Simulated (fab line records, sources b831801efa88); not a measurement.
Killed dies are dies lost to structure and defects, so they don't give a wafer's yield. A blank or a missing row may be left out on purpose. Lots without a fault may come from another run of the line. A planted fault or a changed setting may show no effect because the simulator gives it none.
A struck lot beside a sound one | flow sky130 | 34 steps out of a route of 708
Sound: wafers L385.1, L385.3, L385.4. Struck: wafers L378.4, L378.5, L378.6. The cause comes at the end.
At each step with rows: each side's tool, then ch and its chambers, then its first start. Under that, the readings that differ: sound wafers | struck wafers | difference of the means | sigmas: that difference in standard deviations of wafers without a fault.
alike: readings whose means differ by less than 2 such deviations, and words and numbers that are the same on both sides. not compared: withheld readings, readings that some wafer has no value for, bounds like >300 that may hide the same value, and numbers for which the record gives no deviation and whose values overlap.
The two part at a step that has a row with sigmas, a row that says differs or no value, or rows on one side only. Numbers that don't overlap but have no deviation are shown without sigmas and don't part them. A reading that every wafer of one side lacks parts them only if that side has two wafers or more.

first, 9 steps without rows for these wafers: SKY_CONTACT_ETCH_16 (etches BARC in N2/H2, stops on SiO2, time 45.9 s, target depth 60 nm); SKY_CONTACT_ETCH_17 (etches SiO2 in C4F8/O2/Ar, stops on Si3N4, target depth 340 nm); SKY_CONTACT_ETCH_18 (etches Si3N4 in CHF3/O2, stops on TiN, time 39 s, target depth 75 nm); SKY_CONTACT_STRIP_19 (strips in O2/N2); SKY_CONTACT_STRIP_20 (strips in post etch residue remover, time 1200 s); SKY_CONTACT_CLEAN_21 (cleans in IPA, time 180 s); SKY_CONTACT_CLEAN_22 (cleans in O3/DIW); SKY_CONTACT_SPUTTER_23 (material TiN, target thk 20 nm, time 80 s); SKY_CONTACT_CVD_24 (deposits W, target thk 340 nm, time 102.12 s).
SKY_CONTACT_CMP_27: polishes, stops on SiO2, t overpolish 15 s, target thk 0 nm.
  sound on cmp-02 ch 0,1,2, day 36 14:54; struck on cmp-01 ch 0,1, day 34 20:03
  alike: motor_current_A, overpolish_run_s, slurry_flow_ml_min, time_to_endpoint_s
then, 23 steps without rows for these wafers: SKY_METAL1_SPUTTER_00 (material Ti, target thk 15 nm, time 10 s); SKY_METAL1_SPUTTER_01 (material TiN, target thk 20 nm, time 16.7 s); SKY_METAL1_SPUTTER_02 (material AlCu, target thk 250 nm, time 13.3 s); SKY_METAL1_SPUTTER_03 (material Ti, target thk 5 nm, time 3.3 s); SKY_METAL1_SPUTTER_04 (material TiN, target thk 70 nm, time 58.3 s); SKY_METAL1_DEHYDRATE_07 (time 60 s); SKY_METAL1_HMDS_08 (prime time 60 s); SKY_METAL1_COAT_09 (resist thk 60 nm); SKY_METAL1_COAT_10 (resist thk 450 nm); SKY_METAL1_SOFTBAKE_11 (time 90 s); SKY_METAL1_EXPOSE_12 (exposes mask MM1, target cd 140 nm); SKY_METAL1_PEB_13; SKY_METAL1_DEVELOP_14 (develop time 60 s); SKY_METAL1_DESCUM_17 (chemistry O2, time 8 s); SKY_METAL1_ETCH_18 (etches BARC in N2/H2, stops on SiO2, time 47.78 s, target depth 60 nm); SKY_METAL1_METAL_ETCH_19 (etches the open film in Cl2/BCl3, stops on SiO2, target depth 360 nm, time 78 s); SKY_METAL1_STRIP_20 (strips in O2/N2); SKY_METAL1_STRIP_21 (strips in post etch residue remover, time 1200 s); SKY_METAL1_CLEAN_22 (cleans in IPA, time 180 s); SKY_METAL1_CLEAN_23 (cleans in O3/DIW); SKY_VIA1_HDPCVD_00 (deposits SiO2, target thk 1030 nm, time 171.7 s); SKY_VIA1_CMP_02 (polishes SiO2); SKY_VIA1_DEHYDRATE_04 (time 60 s).
-- the record jumps here: 13 days lie between the struck wafers' starts before and after (it left off in module VIA1 and takes up again in module PAD_OPEN, whose first step shown is number 708 of the route) --
SKY_PAD_OPEN_PROBE_99:
  sound on prober-01, day 49 10:20; struck on prober-01, day 48 06:21
  reading            | sound     | struck      | difference | sigmas
  killed_at_contacts | 27 18 23  | 137 130 139 | +113       | +21
  killed_dies        | 102 80 84 | 185 186 181 | +95        | +10
  killed_on_rim      | 19 12 20  | 33 39 40    | +20        | +5
  alike: killed_at_M0_to_M3, killed_at_M4_up, killed_at_front_end, killed_at_other, killed_open, killed_short

WHERE THEY PART
Only at SKY_PAD_OPEN_PROBE_99, within this record.

WHY: what the simulator had put in
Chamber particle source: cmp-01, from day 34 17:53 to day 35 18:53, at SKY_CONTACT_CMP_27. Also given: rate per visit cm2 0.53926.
